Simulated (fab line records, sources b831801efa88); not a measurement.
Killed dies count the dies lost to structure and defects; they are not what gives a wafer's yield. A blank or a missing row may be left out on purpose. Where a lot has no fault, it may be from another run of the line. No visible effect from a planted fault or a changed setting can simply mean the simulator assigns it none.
The tool behind it: which one? :: flow sky130 :: 14 lots with 42 wafers sampled at 7 steps, on a route of 708 steps

WHAT THE GAUGES READ, wafer by wafer
SKY_NWELL_TW_MEAS_15. Usual: NWELL_TW typically reads 1809, with standard deviation 9.6.
lot: L550
measured: day 4 21:32
on: filmMetro-04
NWELL_TW: 1798 1816 1809
flag: 

lot: L551
measured: day 5 04:35
on: filmMetro-01
NWELL_TW: 1821 1816 1820
flag: 

lot: L554
measured: day 5 20:54
on: filmMetro-02
NWELL_TW: 1808 1796 1798
flag: 

lot: L555
measured: day 6 02:29
on: filmMetro-04
NWELL_TW: 1801 1806 1794
flag: 

lot: L556
measured: day 6 06:04
on: filmMetro-01
NWELL_TW: 1821 1825 1835
flag: 

lot: L557
measured: day 6 11:29
on: filmMetro-02
NWELL_TW: 1816 1808 1814
flag: 

lot: L560
measured: day 7 05:33
on: filmMetro-01
NWELL_TW: 1810 1816 1822
flag: 

lot: L561
measured: day 7 13:50
on: filmMetro-04
NWELL_TW: 1806 1804 1799
flag: 

lot: L566
measured: day 8 20:57
on: filmMetro-01
NWELL_TW: 1809 1802 1802
flag: 

lot: L568
measured: day 9 04:17
on: filmMetro-01
NWELL_TW: 1794 1793 1792
flag: 

lot: L569
measured: day 9 08:32
on: filmMetro-01
NWELL_TW: 1801 1804 1806
flag: 

lot: L570
measured: day 9 16:04
on: filmMetro-02
NWELL_TW: 1800 1808 1799
flag: 

lot: L571
measured: day 10 02:34
on: filmMetro-01
NWELL_TW: 1797 1798 1807
flag: 

lot: L572
measured: day 10 04:12
on: filmMetro-01
NWELL_TW: 1813 1815 1814
flag: 

SKY_VT_ADJUST_HVTP_CD_MEAS_07: target cd 380 nm. Usual: cdNm at 380.3 nm, with a standard deviation of 2.8.
lot: L550
measured: day 6 10:19
on: cdSem-01
cdNm (nm): 377.1 377.3 378.0
flag: 

lot: L551
measured: day 6 18:14
on: cdSem-01
cdNm (nm): 383.4 384.9 382.8
flag: 

lot: L554
measured: day 7 11:22
on: cdSem-02
cdNm (nm): 379.9 379.7 379.6
flag: 

lot: L555
measured: day 7 18:17
on: cdSem-01
cdNm (nm): 378.9 379.8 378.7
flag: 

lot: L556
measured: day 7 22:06
on: cdSem-01
cdNm (nm): 379.0 376.9 378.3
flag: 

lot: L557
measured: day 8 04:15
on: cdSem-01
cdNm (nm): 388.1 387.6 388.4
flag: 

lot: L560
measured: day 8 21:46
on: cdSem-01
cdNm (nm): - - -
flag: OFF

lot: L561
measured: day 9 06:11
on: cdSem-02
cdNm (nm): - - -
flag: OFF

lot: L566
measured: day 10 15:47
on: cdSem-02
cdNm (nm): 375.6 377.6 375.8
flag: 

lot: L568
measured: day 11 00:17
on: cdSem-02
cdNm (nm): 379.5 379.3 381.6
flag: 

lot: L569
measured: day 11 05:19
on: cdSem-02
cdNm (nm): 382.6 380.5 381.4
flag: 

lot: L570
measured: day 11 14:20
on: cdSem-02
cdNm (nm): 379.5 383.5 382.9
flag: 

lot: L571
measured: day 12 00:20
on: cdSem-02
cdNm (nm): 379.3 377.0 375.8
flag: 

lot: L572
measured: day 12 03:21
on: cdSem-02
cdNm (nm): 381.5 380.2 378.9
flag: 

SKY_VT_ADJUST_LVTN_TW_MEAS_10. Usual: VT_ADJUST_LVTN_TW typically reads 240.1, with standard deviation 1.3.
lot: L550
measured: day 7 06:29
on: filmMetro-03
VT_ADJUST_LVTN_TW: 238.2 240.6 241.0
flag: 

lot: L551
measured: day 7 14:27
on: filmMetro-02
VT_ADJUST_LVTN_TW: 240.6 241.6 241.3
flag: 

lot: L554
measured: day 8 08:09
on: filmMetro-02
VT_ADJUST_LVTN_TW: 239.6 239.4 238.9
flag: 

lot: L555
measured: day 8 15:05
on: filmMetro-02
VT_ADJUST_LVTN_TW: 239.2 239.0 239.5
flag: 

lot: L556
measured: day 8 18:35
on: filmMetro-03
VT_ADJUST_LVTN_TW: 242.0 242.3 240.3
flag: 

lot: L557
measured: day 9 00:28
on: filmMetro-01
VT_ADJUST_LVTN_TW: 238.1 238.1 238.2
flag: 

lot: L560
measured: day 9 19:07
on: filmMetro-01
VT_ADJUST_LVTN_TW: 1340.7 1346.9 1339.9
flag: OFF

lot: L561
measured: day 10 04:16
on: filmMetro-02
VT_ADJUST_LVTN_TW: 1354.0 1356.7 1361.7
flag: OFF

lot: L566
measured: day 11 15:51
on: filmMetro-02
VT_ADJUST_LVTN_TW: 241.1 242.0 241.5
flag: 

lot: L568
measured: day 12 00:53
on: filmMetro-01
VT_ADJUST_LVTN_TW: 238.4 237.9 238.8
flag: 

lot: L569
measured: day 12 06:01
on: filmMetro-02
VT_ADJUST_LVTN_TW: 239.2 239.1 239.2
flag: 

lot: L570
measured: day 12 15:52
on: filmMetro-01
VT_ADJUST_LVTN_TW: 238.4 238.2 239.0
flag: 

lot: L571
measured: day 13 01:26
on: filmMetro-03
VT_ADJUST_LVTN_TW: 240.6 241.0 240.0
flag: 

lot: L572
measured: day 13 05:11
on: filmMetro-03
VT_ADJUST_LVTN_TW: 240.9 239.4 241.2
flag: 

SKY_VT_ADJUST_LVTN_TW_MEAS_21. Usual: VT_ADJUST_LVTN_2_TW typically reads 187.0, with standard deviation 0.99.
lot: L550
measured: day 8 02:25
on: filmMetro-02
VT_ADJUST_LVTN_2_TW: 187.6 187.5 186.9
flag: 

lot: L551
measured: day 8 09:57
on: filmMetro-01
VT_ADJUST_LVTN_2_TW: 186.2 187.3 186.7
flag: 

lot: L554
measured: day 9 04:19
on: filmMetro-02
VT_ADJUST_LVTN_2_TW: 186.5 185.7 185.7
flag: 

lot: L555
measured: day 9 12:08
on: filmMetro-03
VT_ADJUST_LVTN_2_TW: 187.9 187.4 187.7
flag: 

lot: L556
measured: day 9 15:47
on: filmMetro-03
VT_ADJUST_LVTN_2_TW: 188.2 188.1 186.5
flag: 

lot: L557
measured: day 9 22:05
on: filmMetro-03
VT_ADJUST_LVTN_2_TW: 188.5 188.3 187.6
flag: 

lot: L560
measured: day 10 16:39
on: filmMetro-01
VT_ADJUST_LVTN_2_TW: 1343.2 1348.8 1340.5
flag: OFF

lot: L561
measured: day 11 03:10
on: filmMetro-01
VT_ADJUST_LVTN_2_TW: 1347.6 1341.8 1341.2
flag: OFF

lot: L566
measured: day 12 16:46
on: filmMetro-01
VT_ADJUST_LVTN_2_TW: 186.5 185.9 185.8
flag: 

lot: L568
measured: day 13 01:44
on: filmMetro-01
VT_ADJUST_LVTN_2_TW: 188.0 186.6 187.7
flag: 

lot: L569
measured: day 13 06:25
on: filmMetro-03
VT_ADJUST_LVTN_2_TW: 187.6 188.7 188.5
flag: 

lot: L570
measured: day 13 17:34
on: filmMetro-02
VT_ADJUST_LVTN_2_TW: 188.2 187.9 187.2
flag: 

lot: L571
measured: day 14 02:26
on: filmMetro-01
VT_ADJUST_LVTN_2_TW: 188.4 188.8 187.9
flag: 

lot: L572
measured: day 14 07:04
on: filmMetro-03
VT_ADJUST_LVTN_2_TW: 188.2 187.3 188.2
flag: 

SKY_POLY_CUT_OVL_MEAS_09. Usual: POLY_CUT_OVL typically reads 1 nm, with standard deviation 5.4.
lot: L550
measured: day 24 13:17
on: overlay-02
POLY_CUT_OVL (nm): -5 0 -2
flag: 

lot: L551
measured: day 25 02:34
on: overlay-01
POLY_CUT_OVL (nm): -6 1 -7
flag: 

lot: L554
measured: day 25 23:29
on: overlay-01
POLY_CUT_OVL (nm): -7 -1 1
flag: 

lot: L555
measured: day 26 07:31
on: overlay-02
POLY_CUT_OVL (nm): 2 5 1
flag: 

lot: L556
measured: day 26 17:36
on: overlay-01
POLY_CUT_OVL (nm): 4 3 1
flag: 

lot: L557
measured: day 27 00:15
on: overlay-02
POLY_CUT_OVL (nm): -2 -1 -8
flag: 

lot: L560
measured: day 28 04:44
on: overlay-01
POLY_CUT_OVL (nm): 4 5 -2
flag: 

lot: L561
measured: day 28 14:02
on: overlay-01
POLY_CUT_OVL (nm): -4 -5 5
flag: 

lot: L566
measured: day 30 08:49
on: overlay-02
POLY_CUT_OVL (nm): 4 4 4
flag: 

lot: L568
measured: day 30 18:57
on: overlay-02
POLY_CUT_OVL (nm): -4 -2 -1
flag: 

lot: L569
measured: day 31 03:58
on: overlay-02
POLY_CUT_OVL (nm): 6 1 3
flag: 

lot: L570
measured: day 31 09:20
on: overlay-02
POLY_CUT_OVL (nm): -2 6 5
flag: 

lot: L571
measured: day 31 17:14
on: overlay-01
POLY_CUT_OVL (nm): -8 -10 -6
flag: 

lot: L572
measured: day 32 14:07
on: overlay-01
POLY_CUT_OVL (nm): -6 -4 -3
flag: 

WHAT TOOL EACH LOT RAN ON (gives the tool, then ch and the chambers of the sampled wafers, and finally the start)
lot: L550
SKY_FIELD_ISO_ETCH_15: rieDiel-01 ch 0,1, day 2 10:35
SKY_VT_ADJUST_HVTP_COAT_02: lithoTrack-01 ch 0, day 6 01:08

lot: L551
SKY_FIELD_ISO_ETCH_15: rieDiel-02 ch 0,2,3, day 2 16:38
SKY_VT_ADJUST_HVTP_COAT_02: lithoTrack-03 ch 0, day 6 08:37

lot: L554
SKY_FIELD_ISO_ETCH_15: rieDiel-03 ch 0,2,3, day 3 06:56
SKY_VT_ADJUST_HVTP_COAT_02: lithoTrack-03 ch 0, day 7 01:31

lot: L555
SKY_FIELD_ISO_ETCH_15: rieDiel-02 ch 0,3, day 3 13:23
SKY_VT_ADJUST_HVTP_COAT_02: lithoTrack-03 ch 0, day 7 08:32

lot: L556
SKY_FIELD_ISO_ETCH_15: rieDiel-03 ch 1,2, day 3 19:23
SKY_VT_ADJUST_HVTP_COAT_02: lithoTrack-04 ch 0, day 7 12:00

lot: L557
SKY_FIELD_ISO_ETCH_15: rieDiel-03 ch 0,1,2, day 3 22:14
SKY_VT_ADJUST_HVTP_COAT_02: lithoTrack-01 ch 0, day 7 17:28

lot: L560
SKY_FIELD_ISO_ETCH_15: rieDiel-03 ch 2,3, day 4 14:32
SKY_VT_ADJUST_HVTP_COAT_02: lithoTrack-03, day 8 11:22

lot: L561
SKY_FIELD_ISO_ETCH_15: rieDiel-03 ch 1,3, day 4 20:31
SKY_VT_ADJUST_HVTP_COAT_02: lithoTrack-01, day 8 20:22

lot: L566
SKY_FIELD_ISO_ETCH_15: rieDiel-03 ch 0,1,2, day 5 21:38
SKY_VT_ADJUST_HVTP_COAT_02: lithoTrack-03 ch 0, day 10 04:43

lot: L568
SKY_FIELD_ISO_ETCH_15: rieDiel-02 ch 0,1,3, day 6 06:37
SKY_VT_ADJUST_HVTP_COAT_02: lithoTrack-03 ch 0, day 10 12:38

lot: L569
SKY_FIELD_ISO_ETCH_15: rieDiel-03 ch 0,1,2, day 6 13:16
SKY_VT_ADJUST_HVTP_COAT_02: lithoTrack-04 ch 0, day 10 17:19

lot: L570
SKY_FIELD_ISO_ETCH_15: rieDiel-03 ch 0,3, day 6 19:23
SKY_VT_ADJUST_HVTP_COAT_02: lithoTrack-01 ch 0, day 11 02:02

lot: L571
SKY_FIELD_ISO_ETCH_15: rieDiel-02 ch 0,3, day 7 02:16
SKY_VT_ADJUST_HVTP_COAT_02: lithoTrack-04 ch 0, day 11 12:06

lot: L572
SKY_FIELD_ISO_ETCH_15: rieDiel-03 ch 1,2,3, day 7 03:49
SKY_VT_ADJUST_HVTP_COAT_02: lithoTrack-03 ch 0, day 11 14:37
- SKY_FIELD_ISO_ETCH_15: etches the open film in CHF3/O2, stops on Si, target depth 180 nm, time 72 s.
- SKY_VT_ADJUST_HVTP_COAT_02: resist thk 1140 nm.

WHAT THE TOOLS THEMSELVES READ (means of the sampled wafers that have a number; where no wafer has one, the mark that the record gives instead)
SKY_FIELD_ISO_ETCH_15. Usual: chf3FlowSccm 50.03 sccm, standard deviation 0.15; drypumpMotorCurrentA 5.6 A, standard deviation 0.56; oesProductAu 0.945 a.u., standard deviation 0.0071; throttleValvePct 8.844 %, standard deviation 0.01.
lot: L550
tool: rieDiel-01
chf3FlowSccm (sccm): 49.98
drypumpMotorCurrentA (A): 5.7
oesProductAu (a.u.): 0.943
throttleValvePct (%): 8.843
flag: 

lot: L551
tool: rieDiel-02
chf3FlowSccm (sccm): 50.08
drypumpMotorCurrentA (A): 5.3
oesProductAu (a.u.): 0.936
throttleValvePct (%): 8.850
flag: 

lot: L554
tool: rieDiel-03
chf3FlowSccm (sccm): 50.17
drypumpMotorCurrentA (A): 5.8
oesProductAu (a.u.): 0.937
throttleValvePct (%): 8.843
flag: 

lot: L555
tool: rieDiel-02
chf3FlowSccm (sccm): 49.89
drypumpMotorCurrentA (A): 5.6
oesProductAu (a.u.): 0.951
throttleValvePct (%): 8.844
flag: 

lot: L556
tool: rieDiel-03
chf3FlowSccm (sccm): 49.87
drypumpMotorCurrentA (A): 5.2
oesProductAu (a.u.): 0.936
throttleValvePct (%): 8.847
flag: 

lot: L557
tool: rieDiel-03
chf3FlowSccm (sccm): 50.12
drypumpMotorCurrentA (A): 5.3
oesProductAu (a.u.): 0.946
throttleValvePct (%): 8.837
flag: 

lot: L560
tool: rieDiel-03
chf3FlowSccm (sccm): 50.02
drypumpMotorCurrentA (A): 5.6
oesProductAu (a.u.): 0.950
throttleValvePct (%): 8.848
flag: 

lot: L561
tool: rieDiel-03
chf3FlowSccm (sccm): 50.10
drypumpMotorCurrentA (A): 6.2
oesProductAu (a.u.): 0.942
throttleValvePct (%): 8.840
flag: 

lot: L566
tool: rieDiel-03
chf3FlowSccm (sccm): 50.07
drypumpMotorCurrentA (A): 5.3
oesProductAu (a.u.): 0.941
throttleValvePct (%): 8.845
flag: 

lot: L568
tool: rieDiel-02
chf3FlowSccm (sccm): 50.09
drypumpMotorCurrentA (A): 5.3
oesProductAu (a.u.): 0.939
throttleValvePct (%): 8.844
flag: 

lot: L569
tool: rieDiel-03
chf3FlowSccm (sccm): 49.96
drypumpMotorCurrentA (A): 5.3
oesProductAu (a.u.): 0.945
throttleValvePct (%): 8.854
flag: 

lot: L570
tool: rieDiel-03
chf3FlowSccm (sccm): 49.96
drypumpMotorCurrentA (A): 6.0
oesProductAu (a.u.): 0.943
throttleValvePct (%): 8.847
flag: 

lot: L571
tool: rieDiel-02
chf3FlowSccm (sccm): 49.89
drypumpMotorCurrentA (A): 5.3
oesProductAu (a.u.): 0.945
throttleValvePct (%): 8.841
flag: 

lot: L572
tool: rieDiel-03
chf3FlowSccm (sccm): 49.99
drypumpMotorCurrentA (A): 5.6
oesProductAu (a.u.): 0.946
throttleValvePct (%): 8.847
flag: 

SKY_VT_ADJUST_HVTP_COAT_02. Usual: chillPlateTempC 22.99 C, standard deviation 0.12; dispensePressureKPa 50.6 kPa, standard deviation 0.99; resistLineTempC 22.99 C, standard deviation 0.097; spinSpeedRpm 2999.7 rpm, standard deviation 2.3.
lot: L550
tool: lithoTrack-01
chillPlateTempC (C): 22.80
dispensePressureKPa (kPa): 51.8
resistLineTempC (C): 23.08
spinSpeedRpm (rpm): 2999.0
flag: 

lot: L551
tool: lithoTrack-03
chillPlateTempC (C): 23.18
dispensePressureKPa (kPa): 50.6
resistLineTempC (C): 23.06
spinSpeedRpm (rpm): 2997.1
flag: 

lot: L554
tool: lithoTrack-03
chillPlateTempC (C): 23.00
dispensePressureKPa (kPa): 50.7
resistLineTempC (C): 22.92
spinSpeedRpm (rpm): 2998.5
flag: 

lot: L555
tool: lithoTrack-03
chillPlateTempC (C): 22.90
dispensePressureKPa (kPa): 50.7
resistLineTempC (C): 22.99
spinSpeedRpm (rpm): 2999.7
flag: 

lot: L556
tool: lithoTrack-04
chillPlateTempC (C): 22.93
dispensePressureKPa (kPa): 48.9
resistLineTempC (C): 22.96
spinSpeedRpm (rpm): 2998.1
flag: 

lot: L557
tool: lithoTrack-01
chillPlateTempC (C): 22.94
dispensePressureKPa (kPa): 51.8
resistLineTempC (C): 23.06
spinSpeedRpm (rpm): 2998.6
flag: 

lot: L560
tool: lithoTrack-03
chillPlateTempC (C): -
dispensePressureKPa (kPa): -
resistLineTempC (C): -
spinSpeedRpm (rpm): -
flag: OFF

lot: L561
tool: lithoTrack-01
chillPlateTempC (C): -
dispensePressureKPa (kPa): -
resistLineTempC (C): -
spinSpeedRpm (rpm): -
flag: OFF

lot: L566
tool: lithoTrack-03
chillPlateTempC (C): 23.09
dispensePressureKPa (kPa): 50.7
resistLineTempC (C): 22.96
spinSpeedRpm (rpm): 3000.4
flag: 

lot: L568
tool: lithoTrack-03
chillPlateTempC (C): 22.84
dispensePressureKPa (kPa): 50.7
resistLineTempC (C): 22.99
spinSpeedRpm (rpm): 2997.1
flag: 

lot: L569
tool: lithoTrack-04
chillPlateTempC (C): 23.03
dispensePressureKPa (kPa): 48.9
resistLineTempC (C): 23.09
spinSpeedRpm (rpm): 2999.7
flag: 

lot: L570
tool: lithoTrack-01
chillPlateTempC (C): 22.98
dispensePressureKPa (kPa): 51.8
resistLineTempC (C): 22.90
spinSpeedRpm (rpm): 3002.9
flag: 

lot: L571
tool: lithoTrack-04
chillPlateTempC (C): 23.01
dispensePressureKPa (kPa): 48.9
resistLineTempC (C): 22.96
spinSpeedRpm (rpm): 2998.2
flag: 

lot: L572
tool: lithoTrack-03
chillPlateTempC (C): 22.97
dispensePressureKPa (kPa): 50.7
resistLineTempC (C): 22.93
spinSpeedRpm (rpm): 2999.8
flag: 

THE ANSWER, worked out from the rows above alone
Rule: a lot counts as off when the mean over its wafers that have a number is more than 3 standard deviations away from the usual mean. A lot without any number at a reading at which 4 lots or more have one is off too. Where the step has rows for the other lots, those lots are counted as sound. Order of review: gauges by route order, followed by the tools' own readings, for which a lot's mean as printed above is used. The first step at which some lot is off is used, and at that step the reading that is off furthest; a lot without a number counts as furthest.
Off: L560, L561 (SKY_VT_ADJUST_HVTP_CD_MEAS_07, cdNm). Without a number there: L560, L561.
If a tool, at a process step before that reading, ran all the lots that are off and no sound lot after the first of them, it fits. Not tried: the gauges at SKY_VT_ADJUST_HVTP_CD_MEAS_07; whatever is off there is also off at SKY_VT_ADJUST_LVTN_TW_MEAS_10, on other tools, and gauge error can't account for it. Of those tried, none fits.

WHAT HAD BEEN PUT IN BY THE SIMULATOR
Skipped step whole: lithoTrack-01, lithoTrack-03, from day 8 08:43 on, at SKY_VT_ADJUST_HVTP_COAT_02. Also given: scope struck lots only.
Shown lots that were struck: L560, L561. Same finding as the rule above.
